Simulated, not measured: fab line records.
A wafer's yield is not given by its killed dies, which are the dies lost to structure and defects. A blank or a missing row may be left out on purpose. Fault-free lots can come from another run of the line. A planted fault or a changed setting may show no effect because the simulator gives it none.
Which of the tools did it? -- flow gf180mcu -- 7 lots, 19 wafers sampled, at 2 steps of a route of 602

## WHAT EACH GAUGE READ, for each wafer
GF_VT_IMPLANT_OVL_MEAS_29.
lot,measured,on,VT_IMPLANT_02_OVL (nm)
L873,day 7 03:00,overlay-02,-0.4 1.2 1.4
L875,day 7 17:46,overlay-01,-1.4 1.9 0.3
L877,day 8 09:01,overlay-01,0.3 -0.4 0.5
L883,day 9 20:22,overlay-01,1.4 0.7
L885,day 10 11:35,overlay-01,1.0 -1.2
L891,day 11 23:00,overlay-02,-1.4 0.3 -1.2
L894,day 12 20:57,overlay-01,-0.7 -1.6 -1.0

## WHICH TOOL RAN EACH LOT (tool, then ch and the chambers of the sampled wafers, then the start)
lot,GF_VT_IMPLANT_STRIP_09
L873,"plasma-asher-02 ch 0,1, day 5 20:35"
L875,"plasma-asher-04 ch 0,1, day 6 10:40"
L877,"plasma-asher-04 ch 0,1, day 7 00:40"
L883,"plasma-asher-04 ch 1, day 8 10:44"
L885,"plasma-asher-01 ch 0,1, day 9 00:56"
L891,"plasma-asher-01 ch 0,1, day 10 10:35"
L894,"plasma-asher-04 ch 0,1, day 11 06:02"
- GF_VT_IMPLANT_STRIP_09: strips in O2/N2.

## THE ANSWER, worked out from the rows above alone
Rule: the usual values come from the lots themselves. The widest of any qualifying gaps counts: lots, ordered by their means at a reading, are off when they make up no more than a third of the lots, leave a main group of 4 or more, and stand apart from it by 3 or more times the standard deviation of that group's means. A main group is skipped when, at the precision printed for the reading in the tables above, its means are all equal. Also off: a lot with no number at a reading for which 4 or more lots have one. Where the step has rows for the other lots, those lots are counted as sound.
No lot is off on any of the readings shown, so nothing can be concluded from this.

## WHAT THE SIMULATOR PUT IN
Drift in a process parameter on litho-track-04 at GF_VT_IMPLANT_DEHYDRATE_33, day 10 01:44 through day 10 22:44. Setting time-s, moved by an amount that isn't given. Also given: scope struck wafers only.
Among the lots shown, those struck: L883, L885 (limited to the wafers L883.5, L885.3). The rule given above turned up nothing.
